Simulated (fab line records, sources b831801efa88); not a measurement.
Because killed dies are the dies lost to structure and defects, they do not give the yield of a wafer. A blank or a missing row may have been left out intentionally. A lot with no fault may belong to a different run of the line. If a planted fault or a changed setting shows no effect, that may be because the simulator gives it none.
A lot that was struck, set against a sound lot | flow sky130 | 16 steps out of a route of 708
Sound: these wafers, L792.1, L792.3, L792.5. Struck: wafer L794.6 (left out: L794.3, L794.5 of the same lot, which were not struck); the cause appears at the end.
At each step with rows: each side's tool, then ch and its chambers, then its first start. Under that, the readings that differ: sound wafers | struck wafers | difference of the means | sigmas: that difference in standard deviations of wafers without a fault.
alike: a reading whose means differ by less than 2 such deviations, as well as words and numbers matching on both sides. not compared: withheld readings; readings where some wafer has no value; bounds like >300 that might hide an equal value; numbers whose values overlap and for which the record gives no deviation.
The two part at a step that has a row with sigmas, a row that says differs or no value, or rows on one side only. When numbers do not overlap yet have no deviation, they are printed without sigmas and do not part them. A reading that every wafer of one side lacks parts them only if that side has two wafers or more.

first, 3 steps without rows for these wafers: SKY_METAL2_EXPOSE_12 (exposes mask MM2, target cd 140 nm); SKY_METAL2_PEB_13; SKY_METAL2_DEVELOP_14 (develop time 60 s).
SKY_METAL2_CD_MEAS_15: target cd 140 nm.
  sound: cdSem-01 at day 37 22:21; struck: cdSem-01 at day 38 20:47
  alike: cdNm
SKY_METAL2_OVL_MEAS_16:
  sound: overlay-01 at day 37 22:28; struck: overlay-01 at day 38 20:53
reading         | sound    | struck | difference | sigmas
METAL2_OVL (nm) | -8 -4 -6 | 5      | +11        | +2
SKY_METAL2_DESCUM_17: chemistry O2, time 8 s.
  sound on rieMetal-04 ch 0, day 37 22:31; struck on rieMetal-02 ch 0, day 38 20:55
reading                  | sound       | struck | difference | sigmas
drypumpMotorCurrentA (A) | 5.3 5.3 5.3 | 6.5    | +1.2       | +2
  alike: oesProductAu
  not compared: rfHoursCounterH
SKY_METAL2_ETCH_18: etches BARC in N2/H2, stops on SiO2, time 45.9 s, target depth 60 nm.
  sound on rieMetal-04 ch 0, day 37 22:32; struck on rieMetal-02 ch 0, day 38 20:58
reading                  | sound       | struck | difference | sigmas
drypumpMotorCurrentA (A) | 5.3 5.3 5.3 | 6.5    | +1.2       | +2
  alike: oesProductAu, throttleValvePct
  not compared: rfHoursCounterH
SKY_METAL2_METAL_ETCH_19: etches the open film in Cl2/BCl3, stops on SiO2, target depth 360 nm, time 78 s.
  sound on rieMetal-04 ch 0, day 37 22:36; struck on rieMetal-02 ch 0, day 38 21:02
reading                  | sound       | struck | difference | sigmas
drypumpMotorCurrentA (A) | 5.3 5.3 5.3 | 6.5    | +1.2       | +2
  alike: oesProductAu, throttleValvePct
  not compared: rfHoursCounterH
SKY_METAL2_STRIP_20: strips in O2/N2.
  sound on plasmaAsher-04 ch 0,1, day 37 22:41; struck on plasmaAsher-01 ch 1, day 38 21:08
  alike: drypumpMotorCurrentA, oesProductAu, stripTimeToEndpointS
  not compared: rfHoursCounterH
then, 3 steps without rows for these wafers: SKY_METAL2_STRIP_21 (strips in post etch residue remover, time 1200 s); SKY_METAL2_CLEAN_22 (cleans in IPA, time 180 s); SKY_METAL2_CLEAN_23 (cleans in O3/DIW).
SKY_VIA2_HDPCVD_00: deposits SiO2, target thk 1180 nm, time 196.7 s.
  sound on hdpcvd-01 ch 0,1, day 37 23:17; struck on hdpcvd-02 ch 0, day 38 21:41
reading                                 | sound             | struck | difference | sigmas
runLengthS (s)                          | 223.6 224.8 223.9 | 306.6  | +82.5      | +99 or more
model.SiO2_of_VIA2_HDPCVD_00.thkNm (nm) | 1170 1163 1189    | 1689   | +515       | 
  alike: sih4FlowSccm
SKY_VIA2_THK_MEAS_01:
  sound: filmMetro-01 at day 37 23:25; struck: filmMetro-01 at day 38 22:04
reading              | sound          | struck | difference | sigmas
VIA2_HDPCVD_THK (nm) | 1171 1163 1188 | 1687   | +513       | +43
  not compared: hold
SKY_VIA2_CMP_02: polishes SiO2.
  sound on cmp-01 ch 1,3, day 37 23:28; struck on cmp-01 ch 0, day 39 01:25
reading | sound | struck                  | difference                   | sigmas
hold    | - - - | awaitDispo/3.3h/release | no value on the sound wafers | 
  alike: motorCurrentA, slurryFlowMlMin
following that, these wafers have no rows for 1 step: SKY_PAD_OPEN_PROBE_99.

== WHERE THEY PART ==
Earliest at SKY_METAL2_OVL_MEAS_16; latest, in this record, at SKY_VIA2_CMP_02.

WHY: what had been put in by the simulator
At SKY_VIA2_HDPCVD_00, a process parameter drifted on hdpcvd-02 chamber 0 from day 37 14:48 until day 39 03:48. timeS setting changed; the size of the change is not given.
